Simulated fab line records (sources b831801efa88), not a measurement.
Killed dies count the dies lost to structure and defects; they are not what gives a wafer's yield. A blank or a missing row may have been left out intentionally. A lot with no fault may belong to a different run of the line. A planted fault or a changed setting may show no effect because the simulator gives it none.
Split-lot trial | flow sky130 | route with 708 steps; 5 lots, 23 wafers read

## THE SPLIT ITSELF
At SKY_FIELD_ISO_OXIDATION_01 (stabilise 600 s, purge 300 s, target thk 12 nm), the setting ox-time-s was moved away from the recipe's 1843 s on 15 of the 23 wafers read, by -4.2% to +9.2%. For the rest of the wafers, this setting stayed at what the recipe calls for.

The split's own step is where the reading is taken.

## THE READING
SiO2_of_FIELD_ISO_OXIDATION_01.thk-nm (the simulator's own value, which no gauge read), in nm, at SKY_FIELD_ISO_OXIDATION_01 (stabilise 600 s, purge 300 s, target thk 12 nm). The file gives no usual value for it. The 8 wafers here that ran the recipe average 12.14 nm, standard deviation 0.29 nm.

wafer  | tool, chamber at the split | ox-time-s as run, s | against the recipe | SiO2_of_FIELD_ISO_OXIDATION_01.thk-nm, nm | against lot-mates on the recipe
L076.1 | -, -                       | 2012                | +9.2%              | 13.14                                     | no lot-mate on the recipe
L076.2 | -, -                       | 2012                | +9.2%              | 12.9                                      | no lot-mate on the recipe
L076.3 | -, -                       | 2012                | +9.2%              | 13.04                                     | no lot-mate on the recipe
L076.4 | -, -                       | 2012                | +9.2%              | 12.92                                     | no lot-mate on the recipe
L076.5 | -, -                       | 2012                | +9.2%              | 12.94                                     | no lot-mate on the recipe
L078.2 | furnace-02, 0              | 1843                | recipe             | 12.46                                     | -
L078.5 | furnace-02, 0              | 1843                | recipe             | 12.56                                     | -
L078.6 | furnace-02, 0              | 1843                | recipe             | 12.5                                      | -
L079.2 | -, -                       | 1843                | recipe             | 11.86                                     | -
L079.3 | -, -                       | 1843                | recipe             | 11.83                                     | -
L079.4 | -, -                       | 1843                | recipe             | 11.98                                     | -
L079.5 | -, -                       | 1843                | recipe             | 11.91                                     | -
L079.6 | -, -                       | 1843                | recipe             | 12.01                                     | -
L080.1 | -, -                       | 1936                | +5.0%              | 12.38                                     | no lot-mate on the recipe
L080.2 | -, -                       | 1936                | +5.0%              | 12.5                                      | no lot-mate on the recipe
L080.3 | -, -                       | 1936                | +5.0%              | 12.55                                     | no lot-mate on the recipe
L080.4 | -, -                       | 1936                | +5.0%              | 12.49                                     | no lot-mate on the recipe
L080.5 | -, -                       | 1936                | +5.0%              | 12.52                                     | no lot-mate on the recipe
L085.1 | -, -                       | 1766                | -4.2%              | 11.75                                     | no lot-mate on the recipe
L085.2 | -, -                       | 1766                | -4.2%              | 11.91                                     | no lot-mate on the recipe
L085.3 | -, -                       | 1766                | -4.2%              | 11.76                                     | no lot-mate on the recipe
L085.5 | -, -                       | 1766                | -4.2%              | 11.73                                     | no lot-mate on the recipe
L085.6 | -, -                       | 1766                | -4.2%              | 11.86                                     | no lot-mate on the recipe

FIT RESULTS
A straight line over all 23 wafers: SiO2_of_FIELD_ISO_OXIDATION_01.thk-nm changes by +0.0864 nm for each +1% of ox-time-s; r = +0.91; the points scatter about the line by 0.2 nm.
Too few moved wafers with a lot-mate on the recipe to fit a line net of each lot's own level.

## THE FILE'S OWN FIT
SiO2_of_FIELD_ISO_OXIDATION_01.thk-nm changes by +0.0865 nm for each +1% of ox-time-s, r = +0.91.
